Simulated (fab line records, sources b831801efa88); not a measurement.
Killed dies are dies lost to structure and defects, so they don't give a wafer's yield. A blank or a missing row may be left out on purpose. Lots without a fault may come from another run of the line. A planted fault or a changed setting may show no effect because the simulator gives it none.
fab line records | flow sky130
record lots=13 wafers=39 last_day=49
route steps=708 shown VT_ADJUST_LVTN@106 VT_ADJUST_PCH@152 LDD_HVP@282 LOCAL_INTERCONNECT@398
lots that met no fault: from a run of the same line without faults
start_h: hours from the record's first day to the start of the lot's first wafer shown | wait_h: hours since the lot's step before | " the same as in the row above | L1.1+2: a row that stands for several wafers | - no value, or no start given | * or withheld: withheld | < > ~ a bound
route shown NAME@n: a module of which the file shows steps, and the number in the route of the first | usual: mean/standard deviation of fault-free wafers | same: alike in all rows | chamber/n: place in a boat | sites: the reading at each site | _std_site: their standard deviation | _edge_site: outer sites' mean less inner sites' | radius_mm: how far each site lies from the wafer's centre | mask NAME#n: copy n | behind: the tool/chamber that last shaped the wafer | hold: why the lot was held/for how many hours/how that ended | device: the transistor (n, p or np) that didn't switch | end of line: the same wafers' tests at the end of the route | a step without rows: its recipe alone | killed: dies lost to structure and defects at the first sort, not the wafer's yield | map: a wafer's dies, x killed, . not, _ none there
set.NAME: the setting as run; set.NAME@STEP: as run at that earlier step | model.NAME: the simulator's own value behind a step, which no gauge read
steps of the route over a sample of lots; a table a step, a row a wafer
services: from which hour (start_h, from the record's first day; less than 0 if before it) a tool's chamber was out of use, for how many hours, and why
## steps
# step SKY_VT_ADJUST_LVTN_STRIP_09
# recipe chemistry=O2/N2 power_w=1400 pressure_mtorr=1500 platen_temp_c=withheld o2_flow_sccm=3000 n2_flow_sccm=300 overash_fraction=0.5
# usual drypump_motor_current_A=5.71/0.25 oes_product_au=0.722/0.0047 strip_time_to_endpoint_s=36.94/0.085
# columns lot.wafer tool chamber start_h wait_h drypump_motor_current_A oes_product_au rf_hours_counter_h strip_time_to_endpoint_s
L841.1 plasma_asher-02 0 150.18 0.1 5.78 0.714 49 37.01
L841.4 " 0 " " 5.76 0.725 - 37.05
L841.6 " 1 " " 5.33 0.722 - 37.01
L842.1 plasma_asher-02 0 156.03 0.1 5.78 0.719 50 36.84
L842.3 " 1 " " 5.34 0.725 - 36.99
L842.5 " 1 " " 5.36 0.726 - 36.90
L843.3 plasma_asher-02 0 160.86 0.1 5.77 0.724 - 36.95
L843.4 " 1 " " 5.33 0.718 - 36.99
L843.6 " 1 " " 5.32 0.720 - 36.96
L844.1 plasma_asher-03 1 164.51 0.1 6.19 0.718 35 37.07
L844.5 " 0 " " 5.95 0.734 - 37.11
L844.6 " 1 " " 6.19 0.717 - 37.01
L845.2 plasma_asher-02 0 171.26 0.1 5.76 0.726 52 36.78
L845.3 " 0 " " 5.75 0.727 - 36.85
L845.6 " 1 " " 5.34 0.716 - 36.92
L846.3 plasma_asher-02 0 176.44 0.1 5.76 0.715 - 37.06
L846.4 " 1 " " 5.34 0.715 - 37.05
L846.5 " 0 " " 5.78 0.714 - 37.04
L847.3 plasma_asher-02 0 185.01 0.1 5.74 0.723 - 37.09
L847.5 " 0 " " 5.75 0.720 - 36.93
L847.6 " 1 " " 5.33 0.719 - 37.02
L849.2 plasma_asher-02 0 194.53 0.1 5.75 0.722 54 36.99
L849.4 " 1 " " 5.30 0.717 - 37.04
L849.6 " 0 " " 5.76 0.715 - 37.00
L850.1 plasma_asher-04 0 199.63 0.1 5.68 0.725 7 36.86
L850.4 " 1 " " 5.86 0.716 - 36.90
L850.6 " 1 " " 5.85 0.721 - 36.99
L852.1 plasma_asher-02 1 212.98 0.1 5.35 0.718 56 36.91
L852.2 " 0 " " 5.76 0.719 56 36.76
L852.6 " 1 " " 5.33 0.722 - 36.84
L853.2 plasma_asher-02 0 219.93 0.1 5.76 0.727 56 36.97
L853.4 " 0 " " 5.76 0.716 - 36.86
L853.6 " 0 " " 5.76 0.723 - 36.89
L856.4 plasma_asher-04 1 244.16 0.1 5.85 0.720 - 36.87
L856.5 " 0 " " 5.68 0.720 - 36.73
L856.6 " 1 " " 5.85 0.723 - 36.91
L857.3 plasma_asher-04 1 245.64 0.1 5.83 0.715 - 36.86
L857.5 " 0 " " 5.70 0.723 - 36.93
L857.6 " 1 " " 5.86 0.724 - 37.02
# step SKY_VT_ADJUST_PCH_STRIP_09
# recipe chemistry=O2/N2 power_w=1400 pressure_mtorr=1500 platen_temp_c=withheld o2_flow_sccm=3000 n2_flow_sccm=300 overash_fraction=0.5
# usual drypump_motor_current_A=5.67/0.22 oes_product_au=0.722/0.0046 strip_time_to_endpoint_s=36.94/0.1
# columns lot.wafer tool chamber start_h wait_h drypump_motor_current_A oes_product_au rf_hours_counter_h strip_time_to_endpoint_s
L841.1 plasma_asher-04 0 233.98 0.1 5.69 0.726 10 36.89
L841.4 " 1 " " 5.84 0.726 - 36.86
L841.6 " 1 " " 5.85 0.716 - 36.99
L842.1 plasma_asher-02 0 241.01 0.1 5.77 0.732 58 37.03
L842.3 " 1 " " 5.36 0.720 - 36.94
L842.5 " 1 " " 5.33 0.714 - 37.00
L843.3 plasma_asher-01 0 246.56 0.1 5.43 0.718 - 37.00
L843.4 " 1 " " 6.00 0.722 - 36.96
L843.6 " 1 " " 6.02 0.730 - 37.02
L844.1 plasma_asher-02 1 249.01 0.1 5.32 0.723 59 36.99
L844.5 " 0 " " 5.77 0.723 - 36.95
L844.6 " 1 " " 5.33 0.726 - 36.97
L845.2 plasma_asher-04 1 257.68 0.1 5.85 0.717 13 36.84
L845.3 " 0 " " 5.71 0.728 - 36.98
L845.6 " 1 " " 5.83 0.727 - 36.84
L846.3 plasma_asher-02 1 264.76 0.1 5.33 0.729 - 36.99
L846.4 " 0 " " 5.73 0.724 - 37.03
L846.5 " 1 " " 5.32 0.726 - 37.01
L847.3 plasma_asher-02 0 273.49 0.1 5.76 0.727 - 37.12
L847.5 " 0 " " 5.75 0.723 - 37.08
L847.6 " 1 " " 5.32 0.723 - 37.08
L849.2 plasma_asher-01 0 284.63 0.1 5.40 0.712 58 36.83
L849.4 " 1 " " 6.01 0.732 - 36.85
L849.6 " 0 " " 5.46 0.725 - 36.97
L850.1 plasma_asher-04 0 290.51 0.1 5.69 0.719 16 37.06
L850.4 " 0 " " 5.73 0.724 - 36.89
L850.6 " 1 " " 5.85 0.720 - 36.88
L852.1 plasma_asher-02 0 307.16 0.1 5.77 0.719 64 36.73
L852.2 " 1 " " 5.30 0.726 64 36.79
L852.6 " 0 " " 5.77 0.720 - 36.91
L853.2 plasma_asher-02 1 317.61 0.1 5.34 0.723 65 36.85
L853.4 " 1 " " 5.34 0.718 - 36.73
L853.6 " 1 " " 5.30 0.719 - 36.81
L856.4 plasma_asher-01 0 345.06 0.1 5.42 0.724 - 36.83
L856.5 " 1 " " 6.00 0.725 - 36.80
L856.6 " 0 " " 5.43 0.719 - 36.93
L857.3 plasma_asher-02 0 346.49 0.1 5.76 0.720 - 37.01
L857.5 " 1 " " 5.32 0.724 - 36.95
L857.6 " 0 " " 5.78 0.715 - 36.99
# step SKY_LDD_HVP_EXPOSE_04
# recipe mask_id=HVPTM na=0.6 source_shape=conventional sigma_outer=0.6 polarization=unpolarized target_cd_nm=700 dose_mj=86
# same na=0.6
# columns lot.wafer tool chamber start_h wait_h mask
L841.1+4+6 iline_stepper-01 0 486.31 - HVPTM#0
L842.1+3+5 iline_stepper-01 0 496.19 - HVPTM#0
L843.3+4+6 iline_stepper-01 0 504.86 - HVPTM#0
L844.1+5+6 iline_stepper-01 0 508.37 - HVPTM#0
L845.2+3+6 iline_stepper-01 0 516.39 - HVPTM#0
L846.3+4+5 iline_stepper-01 0 528.68 - HVPTM#0
L847.3+5+6 iline_stepper-01 0 535.88 - HVPTM#0
L849.2+4+6 iline_stepper-02 0 556.82 - HVPTM#0
L850.1+4+6 iline_stepper-01 0 558.18 - HVPTM#0
L852.1+2+6 iline_stepper-02 0 574.95 - HVPTM#0
L853.2+4+6 iline_stepper-02 0 589.24 - HVPTM#0
L856.4+5+6 iline_stepper-02 0 617.57 - HVPTM#0
L857.3+5+6 iline_stepper-02 0 621.43 - LDNTM#0
# step SKY_LDD_HVP_OVL_MEAS_07
# usual LDD_HVP_OVL=-0.1/1.2
# columns lot.wafer tool chamber start_h wait_h LDD_HVP_OVL[nm]
L841.1 overlay-01 - 501.99 0.1 -0.8
L841.4 " - " " 1.0
L841.6 " - " " -0.8
L842.1 overlay-01 - 511.42 0.1 1.5
L842.3 " - " " 1.6
L842.5 " - " " 1.6
L843.3 overlay-02 - 519.75 0.1 -0.4
L843.4 " - " " 0.8
L843.6 " - " " 1.0
L844.1 overlay-01 - 523.24 0.1 2.0
L844.5 " - " " 1.8
L844.6 " - " " 0.9
L845.2 overlay-01 - 531.59 0.1 0.3
L845.3 " - " " -0.6
L845.6 " - " " -1.1
L846.3 overlay-02 - 543.15 0.1 0.8
L846.4 " - " " 2.7
L846.5 " - " " 0.0
L847.3 overlay-01 - 550.58 0.1 0.0
L847.5 " - " " -1.3
L847.6 " - " " -0.7
L849.2 overlay-01 - 572.34 0.1 -0.1
L849.4 " - " " -1.1
L849.6 " - " " 0.6
L850.1 overlay-01 - 573.62 0.1 -0.6
L850.4 " - " " -1.1
L850.6 " - " " 1.3
L852.1 overlay-01 - 588.62 0.1 -1.1
L852.2 " - " " -0.4
L852.6 " - " " -0.5
L853.2 overlay-02 - 604.34 0.1 -1.6
L853.4 " - " " 0.8
L853.6 " - " " 0.3
L856.4 overlay-01 - 632.21 0.1 0.8
L856.5 " - " " 0.1
L856.6 " - " " -0.3
L857.3 overlay-02 - 635.43 0.1 -
L857.5 " - " " -
L857.6 " - " " -
# step SKY_LDD_HVP_TW_MEAS_10
# usual LDD_HVP_TW=455.2/2.8
# columns lot.wafer tool chamber start_h wait_h LDD_HVP_TW
L841.1 film_metro-01 - 502.27 0.1 452.6
L841.4 " - " " 453.0
L841.6 " - " " 452.8
L842.1 film_metro-02 - 511.71 0.1 454.2
L842.3 " - " " 453.6
L842.5 " - " " 452.6
L843.3 film_metro-02 - 520.04 0.1 453.3
L843.4 " - " " 449.0
L843.6 " - " " 452.1
L844.1 film_metro-02 - 523.52 0.1 454.5
L844.5 " - " " 452.8
L844.6 " - " " 452.6
L845.2 film_metro-01 - 531.88 0.1 456.2
L845.3 " - " " 455.1
L845.6 " - " " 453.1
L846.3 film_metro-01 - 543.44 0.1 452.6
L846.4 " - " " 453.2
L846.5 " - " " 455.0
L847.3 film_metro-01 - 550.88 0.1 453.3
L847.5 " - " " 452.5
L847.6 " - " " 452.0
L849.2 film_metro-01 - 572.63 0.1 452.4
L849.4 " - " " 452.3
L849.6 " - " " 453.8
L850.1 film_metro-01 - 573.91 0.1 454.6
L850.4 " - " " 453.3
L850.6 " - " " 453.7
L852.1 film_metro-03 - 588.91 0.1 458.5
L852.2 " - " " 458.9
L852.6 " - " " 459.9
L853.2 film_metro-03 - 604.63 0.1 456.1
L853.4 " - " " 458.0
L853.6 " - " " 458.3
L856.4 film_metro-01 - 632.50 0.1 452.9
L856.5 " - " " 452.8
L856.6 " - " " 453.8
L857.3 film_metro-03 - 635.73 0.1 30.3
L857.5 " - " " 30.1
L857.6 " - " " 30.1
# step SKY_LOCAL_INTERCONNECT_CD_MEAS_11
# recipe target_cd_nm=170
# usual cd_nm=169.5/1.5
# columns lot.wafer tool chamber start_h wait_h cd_nm
L841.1 cd_sem-01 - 712.58 - 169.6
L841.4 " - " " 169.0
L841.6 " - " " 168.8
L842.1 cd_sem-01 - 720.59 - 171.1
L842.3 " - " " 172.1
L842.5 " - " " 172.3
L843.3 cd_sem-01 - 728.56 - 167.0
L843.4 " - " " 168.6
L843.6 " - " " 168.1
L844.1 cd_sem-02 - 730.22 - 168.8
L844.5 " - " " 170.3
L844.6 " - " " 168.9
L845.2 cd_sem-01 - 739.14 - 170.9
L845.3 " - " " 168.6
L845.6 " - " " 169.6
L846.3 cd_sem-01 - 748.16 - 167.2
L846.4 " - " " 169.6
L846.5 " - " " 170.7
L847.3 cd_sem-02 - 756.86 - 169.4
L847.5 " - " " 169.5
L847.6 " - " " 168.5
L849.2 cd_sem-02 - 775.09 - 170.5
L849.4 " - " " 171.2
L849.6 " - " " 169.5
L850.1 cd_sem-01 - 775.59 - 169.7
L850.4 " - " " 168.5
L850.6 " - " " 169.0
L852.1 cd_sem-02 - 790.57 - 166.3
L852.2 " - " " 166.2
L852.6 " - " " 167.9
L853.2 cd_sem-02 - 804.09 - 168.6
L853.4 " - " " 171.0
L853.6 " - " " 168.0
L856.4 cd_sem-02 - 827.78 - 169.6
L856.5 " - " " 170.9
L856.6 " - " " 169.5
L857.3 cd_sem-01 - 833.96 - 170.0
L857.5 " - " " 170.0
L857.6 " - " " 170.6
## services
# columns tool chamber start_h hours kind
iline_stepper-02 - 141.61 2.1 pm
plasma_asher-04 - 164.77 7.4 repair
iline_stepper-02 - 178.83 1.7 pm
iline_stepper-01 - 199.49 1.7 pm
iline_stepper-01 - 211.92 2.1 pm
iline_stepper-01 - 214.00 - consumable_replace:lamp
plasma_asher-02 - 257.80 2.0 repair
iline_stepper-02 - 257.95 4.4 pm
plasma_asher-01 - 287.33 2.8 pm
plasma_asher-02 - 295.26 3.8 repair
iline_stepper-01 - 300.47 28.9 pm
plasma_asher-03 - 321.97 2.1 repair
plasma_asher-02 - 396.06 4.0 repair
iline_stepper-02 - 397.07 1.7 pm
plasma_asher-02 - 406.49 1.7 repair
iline_stepper-01 - 417.67 1.7 pm
plasma_asher-01 - 421.25 9.0 pm
plasma_asher-03 - 421.41 2.8 pm
plasma_asher-03 - 427.20 1.9 repair
iline_stepper-01 - 543.17 2.0 repair
plasma_asher-02 - 601.23 1.3 repair
plasma_asher-04 - 605.54 0.7 repair
plasma_asher-02 - 614.11 12.1 repair
iline_stepper-02 - 615.19 1.7 pm
## key
first_sign step=SKY_LDD_HVP_EXPOSE_04 reading=mask direction=changed
effect step=SKY_LDD_HVP_OVL_MEAS_07 reading=LDD_HVP_OVL direction=missing
effect step=SKY_LDD_HVP_TW_MEAS_10 reading=LDD_HVP_TW direction=down sigmas=99+ usual=455.2 struck=30.2
met_at SKY_LDD_HVP_EXPOSE_04
struck_lots L857
sort_left_out L857.3,L857.5,L857.6
tester_left_out L857
not_acting_at SKY_VT_ADJUST_LVTN_STRIP_09,SKY_VT_ADJUST_PCH_STRIP_09,SKY_LOCAL_INTERCONNECT_CD_MEAS_11
onset_between 617.57 621.43
fault kind=wrong_mask tool=any chamber=- onset_h=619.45 steps=SKY_LDD_HVP_EXPOSE_04 aux_copy=LDNTM#0 scope=struck_lots_only
# tester_left_out: of these lots the tester's yield and bins aren't shown, on N5 and GAA mostly nor the transistor test; their killed dies are dies lost to structure and defects alone, not to doping, threshold or leakage, so they don't give the yield
# sort_left_out: the simulated sort isn't trusted on such a fault, so these wafers' sort isn't shown, and their yield isn't known
